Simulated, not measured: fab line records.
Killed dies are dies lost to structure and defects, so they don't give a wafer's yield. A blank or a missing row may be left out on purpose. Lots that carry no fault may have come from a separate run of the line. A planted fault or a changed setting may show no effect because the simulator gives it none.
One fault seen from 2 desks -- flow sky130 -- what lay behind the numbers comes last; until then each desk has only its own

THE TOOL OWNER'S DESK: lithoTrack-03
The tool's own readings at SKY_VT_ADJUST_HVTP_SOFTBAKE_03 (time 60 s): means of the sampled wafers that have a number, for each lot that ran on this tool. Any lot whose mean is over 4 standard deviations away from the usual mean is out of limits and marked OUT; that distance is given in the brackets.
Columns: A = heaterPowerTotalW at SKY_VT_ADJUST_HVTP_SOFTBAKE_03, usual 56.60 W; B = resistLineTempC at SKY_VT_ADJUST_HVTP_SOFTBAKE_03, usual 23.02 C; C = runLengthS at SKY_VT_ADJUST_HVTP_SOFTBAKE_03, usual 89.1 s
lot,first seen here,A,B,C
L810,day 5 18:28,56.61,22.97,88.8
L813,day 6 18:24,56.62,23.22,88.7
L817,day 7 16:01,56.83 (+5.3) OUT,22.89,88.1
L818,day 7 21:57,56.84 (+5.5) OUT,23.01,88.0
L830,day 10 23:12,56.57,23.00,88.8
L831,day 11 04:49,56.58,23.09,88.8
L833,day 11 16:24,56.56,23.01,88.8
This desk's finding: out of limits on L817, L818; first on L817, day 7 16:01 (heaterPowerTotalW at SKY_VT_ADJUST_HVTP_SOFTBAKE_03). Within limits: L810, L813, L830, L831, L833.

METROLOGY DESK
Means of the sampled wafers that have a number, per lot and without regard to the tool the lot ran on: this is what the gauges read. Any lot whose mean is over 4 standard deviations away from the usual mean is out of limits and marked OUT; that distance is given in the brackets.
Columns: A = NWELL_00_OVL at SKY_NWELL_OVL_MEAS_10, usual -0.7 nm; B = NWELL_RS at SKY_NWELL_RS_MEAS_29, usual 625.7 ohm/sq
lot,first seen here,A,B
L810,day 4 14:22,-0.6,625.4
L813,day 5 11:59,0.3,625.3
L817,day 6 08:15,0.6,623.2
L818,day 6 14:25,-0.3,623.9
L820,day 7 03:35,-0.2,626.4
L822,day 7 15:40,-2.0,628.4
L825,day 8 05:16,-0.2,625.1
L828,day 8 21:04,-0.7,628.7
L829,day 9 05:35,0.3,624.3
L830,day 9 13:25,0.4,625.0
L831,day 9 18:40,-0.8,627.5
L832,day 9 22:50,0.1,624.7
L833,day 10 05:16,-1.2,626.9
Finding of this desk: none of the 13 lots has anything out of limits.

BROUGHT TOGETHER
An alarm could have come from the tool owner's desk at day 7 16:01, on L817, L818.
The metrology desk saw nothing out of limits.
The metrology desk has L817, L818 on record, within its limits.
On lithoTrack-03, each named lot ran SKY_VT_ADJUST_HVTP_SOFTBAKE_03.

WHAT THE SIMULATOR PUT IN
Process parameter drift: lithoTrack-03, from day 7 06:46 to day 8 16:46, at SKY_VT_ADJUST_HVTP_SOFTBAKE_03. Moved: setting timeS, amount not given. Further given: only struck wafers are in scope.
Struck lots among those shown: L817, L818.
Delay in hours, fault start to first out-of-limits reading, by desk: the tool owner's desk at 9.
